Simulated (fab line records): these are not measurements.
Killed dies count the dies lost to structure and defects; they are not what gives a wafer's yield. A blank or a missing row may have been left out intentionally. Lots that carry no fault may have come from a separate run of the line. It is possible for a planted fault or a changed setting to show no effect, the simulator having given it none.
Matching of chambers | flow sky130 | SKY_VIA4_ETCH_12 on rieDiel-03: 4 sister chambers
The step etches SiO2 in C4F8/O2/Ar, stops on TiN, target depth 580 nm. 20 wafers are shown with their chamber, then 10 later ones without.

== WAFERS, EACH WITH ITS CHAMBER ==
wafer  | chamber | oesProductAu (a.u.)
L075.2 | 2       | 0.933
L075.3 | 0       | 0.928
L075.5 | 1       | 0.931
L081.1 | 0       | 0.923
L081.3 | 2       | 0.932
L081.4 | 1       | 0.921
L082.1 | 2       | 0.929
L082.2 | 1       | 0.928
L082.5 | 2       | 0.932
L087.3 | 1       | 0.926
L087.5 | 2       | 0.923
L087.6 | 3       | 0.919
L089.2 | 1       | 0.937
L089.4 | 3       | 0.927
L089.6 | 3       | 0.923
L090.1 | 0       | 0.926
L090.2 | 3       | 0.925
L090.6 | 0       | 0.928
L091.1 | 2       | 0.931
L091.2 | 1       | 0.928

SIGNATURES, as means of the wafers listed above
reading      | chamber 0 | chamber 1 | chamber 2 | chamber 3 | scatter within a chamber
oesProductAu | 0.92625   | 0.92850   | 0.93000   | 0.92350   | 0.00404
Rule: for a wafer and a chamber, the distance is found by dividing, reading by reading, the gap between the wafer's reading and the chamber's mean by the reading's scatter, squaring, summing and taking the root. If the next closest chamber is less than 2 further off than the closest, the wafer can't be placed; otherwise it belongs to the closest. The scatter: take each reading less its chamber's mean, square it, sum over the shown wafers, divide by the number of wafers less the number of chambers, and take the root.

== WAFERS MISSING THEIR CHAMBER ==
wafer  | oesProductAu (a.u.)
L091.3 | 0.931
L094.2 | 0.927
L094.3 | 0.932
L094.5 | 0.925
L095.1 | 0.922
L095.2 | 0.916
L095.4 | 0.930
L097.1 | 0.931
L097.4 | 0.927
L097.6 | 0.924

== CHAMBER TAKEN BY EACH ==
wafer  | from the rows above               | in truth
L091.3 | can't be placed: 2 or 1 or 0 or 3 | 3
L094.2 | can't be placed: 0 or 1 or 2 or 3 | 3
L094.3 | can't be placed: 2 or 1 or 0 or 3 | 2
L094.5 | can't be placed: 0 or 3 or 1 or 2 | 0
L095.1 | can't be placed: 3 or 0 or 1 or 2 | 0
L095.2 | can't be placed: 3 or 0 or 1 or 2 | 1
L095.4 | can't be placed: 2 or 1 or 0 or 3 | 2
L097.1 | can't be placed: 2 or 1 or 0 or 3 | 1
L097.4 | can't be placed: 0 or 1 or 2 or 3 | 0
L097.6 | can't be placed: 3 or 0 or 1 or 2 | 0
0 of 10 placed correctly. From these rows, 10 cannot be placed; in 10 the true chamber is one of the candidates. Placed wrongly: 0.
